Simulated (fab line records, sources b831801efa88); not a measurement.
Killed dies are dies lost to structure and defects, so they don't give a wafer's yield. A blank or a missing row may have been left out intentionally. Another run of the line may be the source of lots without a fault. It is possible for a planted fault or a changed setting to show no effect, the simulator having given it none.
2 desks looking at one fault ; flow sky130 ; each desk holds nothing but its own numbers, with what lay behind them at the end

AT THE TOOL OWNER'S DESK: implanter-04
For each lot that ran on this tool, the mean over its sampled wafers that have a number, from the tool's own readings at SKY_LDD_HVN_IMPLANT_08. Any lot whose mean is over 4 standard deviations away from the usual mean is out of limits and marked OUT; that distance is given in the brackets.
Columns: A = doseIonsCm2 at SKY_LDD_HVN_IMPLANT_08, usual 3e+13; B = faradayCurrentUA at SKY_LDD_HVN_IMPLANT_08, usual 169; C = tiltDeg at SKY_LDD_HVN_IMPLANT_08, usual 40.001 degrees
lot;first seen here;A;B;C
L590;day 20 12:41;3e+13;167;40.012
L593;day 21 08:04;2e+13 (-99 or more) OUT;113 (-15) OUT;39.993
L596;day 22 11:02;2e+13 (-99 or more) OUT;114 (-15) OUT;40.008
L612;day 28 06:01;3e+13;171;39.997
L613;day 28 09:11;3e+13;170;40.012
This desk finds L593, L596 out of limits, L593 being first, at day 21 08:04 (doseIonsCm2 at SKY_LDD_HVN_IMPLANT_08). Within limits: L590, L612, L613.

FROM THE METROLOGY DESK
What the gauges read for every lot (on any tool): the sampled wafers with a number, averaged. Any lot whose mean is over 4 standard deviations away from the usual mean is out of limits and marked OUT; that distance is given in the brackets.
Columns: A = POLY_GATE_OVL at SKY_POLY_GATE_OVL_MEAS_14, usual -4 nm; B = LDD_HVN_TW at SKY_LDD_HVN_TW_MEAS_10, usual 1441
lot;first seen here;A;B
L590;day 16 13:10;-0;1454
L593;day 17 06:49;-8;1285 (-9.8) OUT
L596;day 18 09:02;-6;1248 (-12) OUT
L603;day 21 12:20;3;1440
L604;day 21 14:44;-1;1434
L606;day 22 06:38;-3;1469
L608;day 22 17:44;-6;1440
L610;day 23 09:05;-8;1459
L611;day 23 21:11;0;1431
L612;day 24 10:20;-7;1452
L613;day 24 16:23;-5;1454
Per this desk, out of limits: L593, L596; the first was L593, day 21 08:18 (LDD_HVN_TW at SKY_LDD_HVN_TW_MEAS_10). Within limits: L590, L603, L604, L606, L608, L610, L611, L612, L613.

PUT TOGETHER
The tool owner's desk had the chance to raise an alarm at day 21 08:04 on L593, L596.
An alarm was possible from the metrology desk at day 21 08:18, on L593, L596.
All the named lots went through SKY_LDD_HVN_IMPLANT_08 on implanter-04.

WHAT THE SIMULATOR HAD INSERTED
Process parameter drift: implanter-04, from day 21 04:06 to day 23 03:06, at SKY_LDD_HVN_IMPLANT_08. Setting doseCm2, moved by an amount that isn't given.
Struck lots among those shown: L593, L596.
Hours from the fault's start to each desk's first reading out of limits: the tool owner's desk, 4; the metrology desk, 4.
